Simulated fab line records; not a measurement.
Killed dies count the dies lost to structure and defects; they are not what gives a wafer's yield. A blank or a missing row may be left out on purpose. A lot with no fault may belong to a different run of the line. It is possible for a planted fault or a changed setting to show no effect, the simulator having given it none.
fab line records	flow sky130
record: lots: 12	wafers: 36	lastDay: 50
route steps=708 shown CONTACT@423 METAL1@437 PAD_OPEN@708
lots that met no fault: from a run of the same line without faults
startH: hours from the record's opening day to when the first of the lot's shown wafers began	waitH: hours elapsed since this lot's preceding step	" repeats the value in the row above	L1.1+2: a row that stands for several wafers	- no value present, or no start provided	* or withheld: withheld	< > ~ a bound
route shown NAME@n: names a module that has steps shown in the file, with the first one's number in the route	usual: average and standard deviation across the fault-free wafers	same: alike in all rows	chamber/n: place in a boat	sites: readings site by site	_std_site: their standard deviation	_edge_site: inner sites' mean taken away from outer sites' mean	radiusMm: for every site, how far away it sits from the centre of the wafer	mask NAME#n: copy n	behind: the most recent tool/chamber to have shaped the wafer	hold: the reason the lot was held/the length of the hold in hours/how it ended	device: names the non-switching transistor (n, p or np)	end of line: the tests these same wafers got at the end of their route	where a step has no rows: the recipe by itself	killed: the dies lost at the first sort to structure and to defects; this is not the yield of the wafer	map: a wafer's dies, marking killed ones x, the rest . and places with no die _
set.NAME: the setting as run; set.NAME@STEP: as run at that earlier step	model.NAME: the simulator's own value behind a step, which no gauge read
the route's steps for a sample of lots (tables are steps, rows are wafers)
services: when a tool's chamber went out of use (startH, in hours from the record's first day, below 0 if earlier), for how many hours, and the reason
== steps ==
step: SKY_CONTACT_ETCH_17
recipe: target: SiO2	chemistry: C4F8/O2/Ar	stopOn: Si3N4	maskMaterial: KrF-thick	sourceW: 1500	biasW: 1200	pressureMtorr: 40	c4f8FlowSccm: withheld	O2_flow_sccm: 6	Ar_flow_sccm: 300	timeS: withheld	targetDepthA: 3400
usual: oesProductAu: 0.892/0.0048
lot.wafer	tool	chamber	startH	waitH	oesProductAu
L915.1	rieDiel-01	2	749.91	0.0	0.898
L915.4	"	0	"	"	0.897
L915.6	"	1	"	"	0.899
L920.1	rieDiel-03	2	787.61	0.0	0.890
L920.4	"	1	"	"	0.892
L920.6	"	1	"	"	0.888
L919.1	rieDiel-01	3	789.16	0.0	0.898
L919.4	"	2	"	"	0.890
L919.6	"	0	"	"	0.892
L921.2	rieDiel-03	0	797.02	0.0	0.893
L921.4	"	3	"	"	0.895
L921.6	"	1	"	"	0.895
L922.2	rieDiel-03	1	798.39	0.0	0.890
L922.3	"	0	"	"	0.901
L922.5	"	2	"	"	0.898
L925.4	rieDiel-01	3	816.71	0.0	0.900
L925.5	"	2	"	"	0.891
L925.6	"	1	"	"	0.887
L929.1	rieDiel-03	1	839.79	0.0	0.897
L929.2	"	2	"	"	0.883
L929.3	"	3	"	"	0.886
L933.2	rieDiel-03	0	868.64	0.0	0.895
L933.3	"	1	"	"	0.881
L933.4	"	2	"	"	0.892
L934.1	rieDiel-02	1	874.76	0.0	0.889
L934.3	"	2	"	"	0.892
L934.5	"	1	"	"	0.885
L935.2	rieDiel-03	0	879.39	0.0	0.885
L935.3	"	1	"	"	0.897
L935.5	"	0	"	"	0.888
L937.1	rieDiel-02	2	893.77	0.0	0.891
L937.3	"	0	"	"	0.895
L937.4	"	3	"	"	0.895
L938.1	rieDiel-01	2	901.26	0.0	0.895
L938.3	"	1	"	"	0.888
L938.4	"	3	"	"	0.896
step: SKY_METAL1_SPUTTER_03
recipe: material: Ti	targetThkNm: 5	powerW: 3000	timeS: 3.3	chamberPressurePa: 0.4
usual: throttleValvePct: 29.9/1.1
lot.wafer	tool	chamber	startH	waitH	throttleValvePct
L915.1	pvdSputter-02	-	751.32	0.0	30.6
L915.4	"	-	"	"	32.2
L915.6	"	-	"	"	29.6
L920.1	pvdSputter-03	-	789.03	0.0	27.7
L920.4	"	-	"	"	30.3
L920.6	"	-	"	"	27.9
L919.1	pvdSputter-03	-	790.56	0.0	27.9
L919.4	"	-	"	"	29.2
L919.6	"	-	"	"	30.4
L921.2	pvdSputter-01	-	798.50	0.0	29.6
L921.4	"	-	"	"	29.5
L921.6	"	-	"	"	29.8
L922.2	pvdSputter-03	-	799.86	0.0	28.0
L922.3	"	-	"	"	29.0
L922.5	"	-	"	"	30.4
L925.4	pvdSputter-01	-	818.11	0.0	30.4
L925.5	"	-	"	"	29.7
L925.6	"	-	"	"	29.6
L929.1	pvdSputter-01	-	841.42	0.0	29.3
L929.2	"	-	"	"	29.3
L929.3	"	-	"	"	30.3
L933.2	pvdSputter-01	-	870.05	0.0	29.5
L933.3	"	-	"	"	29.8
L933.4	"	-	"	"	29.2
L934.1	pvdSputter-01	-	876.16	0.0	29.2
L934.3	"	-	"	"	29.6
L934.5	"	-	"	"	29.5
L935.2	pvdSputter-03	-	880.79	0.0	30.1
L935.3	"	-	"	"	29.2
L935.5	"	-	"	"	30.4
L937.1	pvdSputter-01	-	895.17	0.0	30.3
L937.3	"	-	"	"	29.6
L937.4	"	-	"	"	29.4
L938.1	pvdSputter-03	-	902.66	0.0	28.1
L938.3	"	-	"	"	30.1
L938.4	"	-	"	"	29.3
step: SKY_METAL1_SOFTBAKE_11
recipe: tempC: 100	timeS: 90	resist: KrF-thick
usual: heaterPowerTotalW: 57.36/0.12	runLengthS: 119.17/0.28
lot.wafer	tool	chamber	startH	waitH	heaterPowerTotalW	runLengthS
L915.1	lithoTrack-04	0	765	-	57.49	119.28
L915.4	"	0	"	"	57.24	119.34
L915.6	"	0	"	"	57.25	118.95
L920.1	lithoTrack-03	0	801	-	57.46	119.44
L920.4	"	0	802	-	57.17	119.56
L920.6	"	0	"	"	57.46	119.37
L919.1	lithoTrack-03	0	803	-	57.55	119.73
L919.4	"	0	"	"	57.26	119.39
L919.6	"	0	"	"	57.53	119.41
L921.2	lithoTrack-02	0	811	-	57.51	118.98
L921.4	"	0	"	"	57.43	118.98
L921.6	"	0	"	"	57.30	118.82
L922.2	lithoTrack-02	0	813	-	57.39	118.79
L922.3	"	0	"	"	57.39	118.78
L922.5	"	0	"	"	57.20	119.12
L925.4	lithoTrack-03	0	831	-	57.36	119.39
L925.5	"	0	"	"	57.53	119.71
L925.6	"	0	"	"	57.55	119.47
L929.1	lithoTrack-04	0	854	-	57.21	119.11
L929.2	"	0	"	"	57.31	118.98
L929.3	"	0	"	"	57.43	119.15
L933.2	lithoTrack-03	0	882	-	57.23	119.45
L933.3	"	0	"	"	58.06	115.34
L933.4	"	0	"	"	58.15	115.49
L934.1	lithoTrack-03	0	888	-	58.42	115.79
L934.3	"	0	"	"	58.34	115.49
L934.5	"	0	"	"	57.48	119.41
L935.2	lithoTrack-04	0	892	-	57.14	119.13
L935.3	"	0	"	"	57.47	118.99
L935.5	"	0	893	-	57.38	119.11
L937.1	lithoTrack-04	0	907	-	57.45	119.03
L937.3	"	0	"	"	57.18	119.13
L937.4	"	0	908	-	57.32	118.97
L938.1	lithoTrack-04	0	915	-	57.24	119.05
L938.3	"	0	"	"	57.49	119.03
L938.4	"	0	"	"	57.29	119.20
step: SKY_METAL1_DESCUM_17
recipe: chemistry: O2	sourcePowerW: 150	biasPowerW: 0	pressureMtorr: 10	tempC: 40	timeS: 8
usual: drypumpMotorCurrentA: 5.6/0.46	oesProductAu: 1.003/0.014
lot.wafer	tool	chamber	startH	waitH	drypumpMotorCurrentA	oesProductAu	rfHoursCounterH
L915.1	rieMetal-04	0	778.64	0.0	5.0	0.999	12
L915.4	"	1	"	"	6.1	0.986	-
L915.6	"	1	"	"	6.1	0.988	-
L920.1	rieMetal-04	1	815.47	0.0	6.2	0.984	13
L920.4	"	0	"	"	5.0	1.002	-
L920.6	"	0	"	"	5.0	0.995	-
L919.1	rieMetal-03	0	816.59	0.0	5.3	1.021	16
L919.4	"	0	"	"	5.3	1.009	-
L919.6	"	0	"	"	5.3	1.019	-
L921.2	rieMetal-04	1	825.07	0.0	6.2	0.988	14
L921.4	"	0	"	"	5.0	0.997	-
L921.6	"	0	"	"	5.0	1.013	-
L922.2	rieMetal-03	1	826.22	0.0	5.6	1.041	0
L922.3	"	0	"	"	5.2	1.022	-
L922.5	"	1	"	"	5.6	1.032	-
L925.4	rieMetal-04	1	844.36	0.0	6.1	0.999	-
L925.5	"	1	"	"	6.1	0.993	-
L925.6	"	1	"	"	6.1	0.998	-
L929.1	rieMetal-04	0	866.44	0.0	5.0	1.010	15
L929.2	"	1	"	"	6.1	0.983	16
L929.3	"	1	"	"	6.1	0.986	-
L933.2	rieMetal-04	1	895.22	0.0	6.1	0.997	18
L933.3	"	0	"	"	5.0	1.008	-
L933.4	"	1	"	"	6.1	0.998	-
L934.1	rieMetal-02	0	901.19	0.0	5.9	0.993	9
L934.3	"	0	"	"	5.9	0.995	-
L934.5	"	0	"	"	5.9	0.998	-
L935.2	rieMetal-04	0	905.94	0.0	5.0	1.012	-
L935.3	"	0	"	"	5.0	1.007	-
L935.5	"	0	"	"	5.0	1.011	-
L937.1	rieMetal-02	0	920.62	0.0	5.9	0.989	10
L937.3	"	0	"	"	5.9	0.997	-
L937.4	"	0	"	"	5.9	0.982	-
L938.1	rieMetal-03	0	928.07	0.0	5.3	1.002	1
L938.3	"	0	"	"	5.3	0.988	-
L938.4	"	1	"	"	5.6	1.018	-
step: SKY_PAD_OPEN_PROBE_99
usual: defectLimitedYield: 82.5/1.7	killed_at_M0_to_M3: 43/6.1	killed_at_M4_up: 3.5/2	killedAtContacts: 25/5.1	killedAtFrontEnd: 14/4.2	killedAtOther: 0.3/0.55	killedDies: 86/8.3	killedOpen: 46/7.2	killedShort: 39/6	sort_bin_3_pad_short: 0.9/0.42	sort_bin_5_function: 10.3/1.4	sort_bin_6_memory: 6.3/1.1	sort_bin_8_speed: 0.00/0.017	sortNPass: 406/8.3	sortYieldPct: 82.5/1.7
same: grossDies: 492	killedAtBackSide: 0	sort_bin_4_leakage[%]: 0
lot.wafer	tool	chamber	startH	waitH	defectLimitedYield[%]	killed_at_M0_to_M3	killed_at_M4_up	killedAtContacts	killedAtFrontEnd	killedAtOther	killedDies	killedOpen	killedShort	sort_bin_3_pad_short[%]	sort_bin_5_function[%]	sort_bin_6_memory[%]	sort_bin_8_speed[%]	sortNPass	sortYieldPct[%]
L915.1	prober-01	-	1085.99	0.1	83.5	40	2	31	8	0	81	44	37	0.4	11.2	4.9	0	411	83.5
L915.4	prober-01	-	1086.14	0.2	85.2	50	1	16	6	0	73	49	24	0.6	8.9	5.3	0	419	85.2
L915.6	prober-01	-	1086.24	0.2	82.7	39	5	26	15	0	85	45	40	0.2	10.4	6.7	0	407	82.7
L919.1	prober-02	-	1112.93	0.1	76.2	56	10	33	17	1	117	63	54	1.0	13.8	8.9	0	375	76.2
L919.4	prober-02	-	1113.08	0.2	86.4	36	4	15	12	0	67	32	35	1.2	7.1	5.3	0	425	86.4
L919.6	prober-02	-	1113.18	0.2	82.5	44	3	25	14	0	86	40	46	1.0	10.8	5.7	0	406	82.5
L920.1	prober-01	-	1115.33	0.1	82.3	38	9	19	20	1	87	46	41	0.8	11.2	5.7	0	405	82.3
L920.4	prober-01	-	1115.48	0.2	82.9	47	1	19	17	0	84	45	39	1.0	10.2	5.9	0	408	82.9
L920.6	prober-01	-	1115.58	0.2	83.5	38	1	29	13	0	81	44	36	0.2	10.4	5.9	0	411	83.5
L921.2	prober-02	-	1122.08	0.1	83.5	43	3	26	9	0	81	46	34	1.0	10.0	5.5	0	411	83.5
L921.4	prober-02	-	1122.18	0.2	82.5	45	2	30	9	0	86	50	36	0.6	10.8	6.1	0	406	82.5
L921.6	prober-02	-	1122.28	0.2	83.1	30	9	31	12	1	83	40	43	1.2	10.0	5.7	0	409	83.1
L922.2	prober-01	-	1123.99	0.1	80.7	51	5	22	16	1	95	46	49	2.0	10.0	7.3	0	397	80.7
L922.3	prober-01	-	1124.04	0.2	84.1	41	2	19	16	0	78	39	39	1.2	8.1	6.5	0	414	84.1
L922.5	prober-01	-	1124.14	0.2	82.7	37	3	29	16	0	85	40	45	0.8	11.0	5.5	0	407	82.7
L925.4	prober-01	-	1136.03	0.2	83.3	54	2	20	6	0	82	39	42	1.2	10.6	4.9	0	410	83.3
L925.5	prober-01	-	1136.08	0.2	81.3	45	6	28	13	0	92	53	39	1.6	10.2	6.9	0	400	81.3
L925.6	prober-01	-	1136.13	0.2	85.6	34	1	24	12	0	71	45	25	0.6	8.7	5.1	0	421	85.6
L929.1	prober-02	-	1151.23	0.1	84.8	41	2	15	17	0	75	41	34	1.2	7.1	6.9	0	417	84.8
L929.2	prober-02	-	1151.28	0.1	84.1	36	1	29	12	0	78	50	28	0	10.4	5.5	0	414	84.1
L929.3	prober-02	-	1151.33	0.2	82.9	45	3	21	15	0	84	45	39	1.4	10.4	5.3	0	408	82.9
L933.2	prober-01	-	1171.59	0.1	81.7	46	4	20	20	0	90	42	48	0.4	11.2	6.7	0	402	81.7
L933.3	prober-01	-	1171.64	0.2	81.5	37	2	32	20	0	91	49	42	0.6	12.6	5.3	0.20	400	81.3
L933.4	prober-01	-	1171.69	0.2	81.5	49	2	24	16	0	91	47	44	2.0	11.0	5.5	0	401	81.5
L934.1	prober-02	-	1178.17	0.1	80.7	51	4	17	23	0	95	49	46	0.8	13.2	5.3	0	397	80.7
L934.3	prober-02	-	1178.27	0.2	79.7	48	4	28	20	0	100	56	44	0.8	11.2	8.3	0	392	79.7
L934.5	prober-02	-	1178.37	0.2	80.3	51	2	25	19	0	97	43	53	1.6	11.0	7.1	0	395	80.3
L935.2	prober-01	-	1181.85	0.1	82.5	41	3	22	19	1	86	44	41	0.8	10.8	5.9	0	406	82.5
L935.3	prober-01	-	1181.90	0.2	81.9	47	3	26	13	0	89	50	38	1.2	11.8	5.1	0	403	81.9
L935.5	prober-01	-	1182.00	0.2	81.5	49	8	18	14	2	91	45	44	0.4	10.2	7.9	0	401	81.5
L937.1	prober-01	-	1191.49	0.1	85.8	37	2	21	10	0	70	33	37	1.0	7.3	5.9	0	422	85.8
L937.3	prober-01	-	1191.59	0.2	82.1	45	3	21	19	0	88	46	42	1.0	11.4	5.5	0	404	82.1
L937.4	prober-01	-	1191.64	0.2	82.3	50	4	22	11	0	87	39	48	0.8	10.6	6.3	0	405	82.3
L938.1	prober-02	-	1195.05	0.1	83.9	40	4	19	16	0	79	39	40	1.4	7.1	7.5	0	413	83.9
L938.3	prober-02	-	1195.15	0.2	83.7	50	4	15	11	0	80	48	32	0.4	10.0	5.9	0	412	83.7
L938.4	prober-02	-	1195.20	0.2	83.1	44	4	25	10	0	83	52	31	0.2	10.8	5.9	0	409	83.1
killed by level:class
L915.1 CONTACT:geometricParticle:open=11 VIA1:geometricParticle:open=7 LI_CONTACT:geometricParticle:short=6 METAL2:geometricParticle:short=6 VIA2:geometricParticle:open=6 LI_CONTACT:geometricParticle:open=5 VIA3:geometricParticle:open=5 VIA2:geometricParticle:short=5
L915.4 VIA3:geometricParticle:open=19 CONTACT:geometricParticle:open=7 VIA1:geometricParticle:open=7 VIA2:geometricParticle:open=6 METAL2:geometricParticle:short=5 VIA1:geometricParticle:short=4 POLY_GATE:geometricParticle:short=3 LI_CONTACT:geometricParticle:open=3
L915.6 CONTACT:geometricParticle:open=9 CONTACT:geometricParticle:short=7 VIA1:geometricParticle:open=6 VIA2:geometricParticle:open=6 LI_CONTACT:geometricParticle:open=5 VIA3:geometricParticle:open=5 VIA2:geometricParticle:short=5 FIELD_ISO:geometricParticle:short=4
L919.1 LI_CONTACT:geometricParticle:open=11 VIA2:geometricParticle:open=10 VIA1:geometricParticle:open=10 CONTACT:geometricParticle:open=9 METAL4:geometricParticle:short=8 VIA1:geometricParticle:short=7 METAL2:geometricParticle:short=7 VIA3:geometricParticle:open=6
L919.4 VIA1:geometricParticle:open=11 VIA1:geometricParticle:short=6 METAL2:geometricParticle:short=6 LI_CONTACT:geometricParticle:open=5 FIELD_ISO:geometricParticle:open=4 LI_CONTACT:geometricParticle:short=4 FIELD_ISO:geometricParticle:short=3 CONTACT:geometricParticle:short=3
L919.6 METAL2:geometricParticle:short=11 CONTACT:geometricParticle:open=10 VIA1:geometricParticle:open=9 CONTACT:geometricParticle:short=7 METAL1:geometricParticle:short=6 LI_CONTACT:geometricParticle:open=6 POLY_GATE:geometricParticle:short=5 VIA2:geometricParticle:open=5
L920.1 VIA1:geometricParticle:open=9 FIELD_ISO:geometricParticle:open=7 METAL1:geometricParticle:short=7 METAL4:geometricParticle:short=7 VIA2:geometricParticle:open=6 LOCAL_INTERCONNECT:geometricParticle:short=5 CONTACT:geometricParticle:open=5 POLY_GATE:geometricParticle:short=4
L920.4 METAL1:geometricParticle:short=12 CONTACT:geometricParticle:open=7 VIA1:geometricParticle:open=7 VIA2:geometricParticle:open=7 VIA3:geometricParticle:open=5 LI_CONTACT:geometricParticle:open=5 FIELD_ISO:geometricParticle:open=4 POLY_GATE:geometricParticle:short=4
L920.6 CONTACT:geometricParticle:open=12 VIA2:geometricParticle:open=7 VIA3:geometricParticle:open=7 POLY_GATE:geometricParticle:open=5 LI_CONTACT:geometricParticle:open=5 METAL1:geometricParticle:short=5 LI_CONTACT:geometricParticle:short=4 VIA1:geometricParticle:open=4
L921.2 CONTACT:geometricParticle:open=9 VIA1:geometricParticle:open=8 METAL2:geometricParticle:short=6 VIA2:geometricParticle:open=6 LI_CONTACT:geometricParticle:open=5 VIA3:geometricParticle:open=5 VIA2:geometricParticle:short=4 LI_CONTACT:geometricParticle:short=4
L921.4 LI_CONTACT:geometricParticle:open=12 VIA1:geometricParticle:open=11 CONTACT:geometricParticle:open=10 VIA3:geometricParticle:open=8 METAL1:geometricParticle:short=7 LI_CONTACT:geometricParticle:short=5 VIA1:geometricParticle:short=5 VIA2:geometricParticle:open=4
L921.6 CONTACT:geometricParticle:open=12 METAL1:geometricParticle:short=9 METAL4:geometricParticle:short=9 LI_CONTACT:geometricParticle:open=8 FIELD_ISO:geometricParticle:short=5 CONTACT:geometricParticle:short=5 VIA1:geometricParticle:open=5 FIELD_ISO:geometricParticle:open=4
L922.2 VIA1:geometricParticle:open=10 VIA1:geometricParticle:short=9 METAL2:geometricParticle:short=9 VIA2:geometricParticle:open=9 CONTACT:geometricParticle:open=8 CONTACT:geometricParticle:short=7 FIELD_ISO:geometricParticle:open=6 METAL1:geometricParticle:short=5
L922.3 METAL2:geometricParticle:short=8 FIELD_ISO:geometricParticle:open=6 CONTACT:geometricParticle:open=6 VIA1:geometricParticle:short=6 VIA1:geometricParticle:open=6 LI_CONTACT:geometricParticle:open=5 VIA2:geometricParticle:open=5 LOCAL_INTERCONNECT:geometricParticle:short=4
L922.5 LI_CONTACT:geometricParticle:open=10 FIELD_ISO:geometricParticle:short=9 VIA3:geometricParticle:open=9 VIA1:geometricParticle:open=8 CONTACT:geometricParticle:open=7 METAL1:geometricParticle:short=6 CONTACT:geometricParticle:short=5 METAL2:geometricParticle:short=4
L925.4 VIA1:geometricParticle:open=13 VIA1:geometricParticle:short=8 VIA3:geometricParticle:open=6 CONTACT:geometricParticle:open=6 VIA3:geometricParticle:short=6 LI_CONTACT:geometricParticle:open=5 METAL2:geometricParticle:short=5 CONTACT:geometricParticle:short=5
L925.5 LI_CONTACT:geometricParticle:open=11 VIA2:geometricParticle:open=10 CONTACT:geometricParticle:open=9 VIA3:geometricParticle:open=7 VIA1:geometricParticle:open=7 METAL2:geometricParticle:short=7 METAL1:geometricParticle:short=5 METAL4:geometricParticle:short=5
L925.6 LI_CONTACT:geometricParticle:open=15 VIA2:geometricParticle:open=7 VIA3:geometricParticle:open=7 METAL1:geometricParticle:short=6 VIA1:geometricParticle:open=6 FIELD_ISO:geometricParticle:short=5 FIELD_ISO:geometricParticle:open=4 CONTACT:geometricParticle:open=4
L929.1 VIA1:geometricParticle:open=13 POLY_GATE:geometricParticle:open=6 LI_CONTACT:geometricParticle:open=6 VIA2:geometricParticle:open=6 FIELD_ISO:geometricParticle:short=4 METAL2:geometricParticle:short=4 VIA3:geometricParticle:short=4 CONTACT:geometricParticle:open=3
L929.2 LI_CONTACT:geometricParticle:open=13 CONTACT:geometricParticle:open=11 VIA2:geometricParticle:open=7 VIA1:geometricParticle:open=6 VIA3:geometricParticle:open=6 FIELD_ISO:geometricParticle:open=4 FIELD_ISO:geometricParticle:short=4 METAL1:geometricParticle:short=4
L929.3 VIA1:geometricParticle:open=9 LI_CONTACT:geometricParticle:open=7 CONTACT:geometricParticle:open=7 VIA2:geometricParticle:open=7 METAL1:geometricParticle:short=6 VIA2:geometricParticle:short=6 POLY_GATE:geometricParticle:short=5 VIA3:geometricParticle:open=5
L933.2 VIA1:geometricParticle:open=15 FIELD_ISO:geometricParticle:open=9 METAL2:geometricParticle:short=9 CONTACT:geometricParticle:open=7 FIELD_ISO:geometricParticle:short=6 METAL1:geometricParticle:short=5 VIA1:geometricParticle:short=5 VIA2:geometricParticle:open=5
L933.3 CONTACT:geometricParticle:open=10 LI_CONTACT:geometricParticle:open=8 VIA1:geometricParticle:open=7 FIELD_ISO:geometricParticle:short=6 CONTACT:geometricParticle:short=6 LOCAL_INTERCONNECT:geometricParticle:short=5 VIA3:geometricParticle:open=5 FIELD_ISO:geometricParticle:open=4
L933.4 VIA2:geometricParticle:open=10 FIELD_ISO:geometricParticle:open=7 CONTACT:geometricParticle:open=7 METAL2:geometricParticle:short=7 VIA2:geometricParticle:short=7 VIA3:geometricParticle:open=6 LI_CONTACT:geometricParticle:open=5 CONTACT:geometricParticle:short=5
L934.1 VIA1:geometricParticle:open=10 METAL1:geometricParticle:short=9 FIELD_ISO:geometricParticle:short=8 VIA3:geometricParticle:open=7 CONTACT:geometricParticle:open=6 FIELD_ISO:geometricParticle:open=6 VIA3:geometricParticle:short=6 POLY_GATE:geometricParticle:short=5
L934.3 CONTACT:geometricParticle:open=17 VIA3:geometricParticle:open=12 VIA1:geometricParticle:open=8 METAL1:geometricParticle:short=7 VIA3:geometricParticle:short=7 POLY_GATE:geometricParticle:open=5 FIELD_ISO:geometricParticle:open=4 POLY_GATE:geometricParticle:short=4
L934.5 CONTACT:geometricParticle:open=10 METAL1:geometricParticle:short=10 VIA3:geometricParticle:open=8 VIA1:geometricParticle:open=6 VIA2:geometricParticle:open=6 POLY_GATE:geometricParticle:short=5 CONTACT:geometricParticle:short=5 VIA1:geometricParticle:short=5
L935.2 CONTACT:geometricParticle:open=15 POLY_GATE:geometricParticle:short=8 METAL2:geometricParticle:short=8 VIA2:geometricParticle:open=8 METAL1:geometricParticle:short=5 VIA1:geometricParticle:short=5 FIELD_ISO:geometricParticle:open=4 VIA3:geometricParticle:open=4
L935.3 VIA1:geometricParticle:open=12 CONTACT:geometricParticle:open=9 CONTACT:geometricParticle:short=8 VIA3:geometricParticle:open=7 VIA2:geometricParticle:open=6 FIELD_ISO:geometricParticle:short=5 LI_CONTACT:geometricParticle:open=5 METAL1:geometricParticle:short=5
L935.5 VIA1:geometricParticle:open=10 VIA2:geometricParticle:open=9 CONTACT:geometricParticle:open=8 METAL1:geometricParticle:short=7 VIA3:geometricParticle:open=7 FIELD_ISO:geometricParticle:short=6 METAL4:geometricParticle:short=5 VIA1:geometricParticle:short=4
L937.1 CONTACT:geometricParticle:open=10 METAL1:geometricParticle:short=9 VIA1:geometricParticle:short=7 VIA1:geometricParticle:open=6 LI_CONTACT:geometricParticle:open=4 CONTACT:geometricParticle:short=4 SPACER:geometricParticle:open=3 VIA2:geometricParticle:open=3
L937.3 VIA1:geometricParticle:open=8 LOCAL_INTERCONNECT:geometricParticle:short=7 FIELD_ISO:geometricParticle:open=6 CONTACT:geometricParticle:open=6 METAL1:geometricParticle:short=6 VIA2:geometricParticle:open=6 VIA3:geometricParticle:open=6 CONTACT:geometricParticle:short=5
L937.4 METAL1:geometricParticle:short=11 VIA1:geometricParticle:open=11 VIA2:geometricParticle:open=9 CONTACT:geometricParticle:open=8 CONTACT:geometricParticle:short=6 VIA3:geometricParticle:open=5 POLY_GATE:geometricParticle:short=5 LI_CONTACT:geometricParticle:short=4
L938.1 METAL1:geometricParticle:short=8 LI_CONTACT:geometricParticle:open=7 FIELD_ISO:geometricParticle:open=5 LOCAL_INTERCONNECT:geometricParticle:short=5 CONTACT:geometricParticle:open=5 VIA1:geometricParticle:short=5 VIA1:geometricParticle:open=5 VIA2:geometricParticle:open=5
L938.3 VIA1:geometricParticle:open=14 METAL1:geometricParticle:short=8 VIA2:geometricParticle:open=8 LI_CONTACT:geometricParticle:open=6 CONTACT:geometricParticle:open=5 VIA3:geometricParticle:open=4 METAL4:geometricParticle:short=4 FIELD_ISO:geometricParticle:short=3
L938.4 VIA1:geometricParticle:open=12 CONTACT:geometricParticle:open=9 LI_CONTACT:geometricParticle:open=7 METAL1:geometricParticle:short=7 FIELD_ISO:geometricParticle:open=5 VIA3:geometricParticle:open=5 METAL2:geometricParticle:short=4 VIA2:geometricParticle:open=4
== services ==
tool	chamber	startH	hours	kind
rieDiel-02	0	759.90	17.1	repair
rieDiel-02	-	763.51	2.8	pm
rieDiel-01	3	773.08	4.9	repair
rieMetal-04	-	775.01	0.3	repair
rieDiel-03	2	789.80	3.1	repair
pvdSputter-02	-	796.10	2.3	repair
rieDiel-01	1	798.09	1.6	repair
pvdSputter-01	-	802.79	0.7	repair
rieMetal-04	-	806.64	0.5	repair
rieMetal-02	-	809.07	38.9	repair
rieDiel-01	1	821.56	3.4	repair
rieDiel-02	2	830.30	5.9	repair
rieMetal-04	0	833.56	19.6	repair
rieDiel-01	-	838.49	2.8	pm
rieMetal-02	0	838.57	2.9	repair
rieDiel-01	-	841.29	0.9	repair
rieMetal-04	1	860.52	4.6	repair
pvdSputter-03	-	865.21	0.6	repair
rieDiel-01	0	867.30	57.4	repair
rieDiel-02	-	867.33	0.3	repair
pvdSputter-01	-	887.20	4.6	repair
rieMetal-04	1	897.34	-	clean
rieMetal-04	1	897.34	15.6	scheduledDown
rieDiel-02	1	908.33	10.8	repair
== key ==
firstSign: step: SKY_METAL1_SOFTBAKE_11	reading: runLengthS	direction: down	sigmas: 13	usual: *	struck: *
effect: step: SKY_METAL1_SOFTBAKE_11	reading: heaterPowerTotalW	direction: up	sigmas: 7.4	usual: *	struck: *
metAt SKY_METAL1_SOFTBAKE_11
struckLots L933,L934
struckWafers L933.3,L933.4,L934.1,L934.3
notActingAt SKY_CONTACT_ETCH_17,SKY_METAL1_SPUTTER_03,SKY_METAL1_DESCUM_17
onsetBetween 831 882
fault: kind: processParameterDrift	tool: lithoTrack-03	chamber: -	onsetH: 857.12	steps: SKY_METAL1_SOFTBAKE_11	channel: timeS	offset: *	shape: step	endH: 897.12	scope: struckWafersOnly	actsIn: *	stated: *
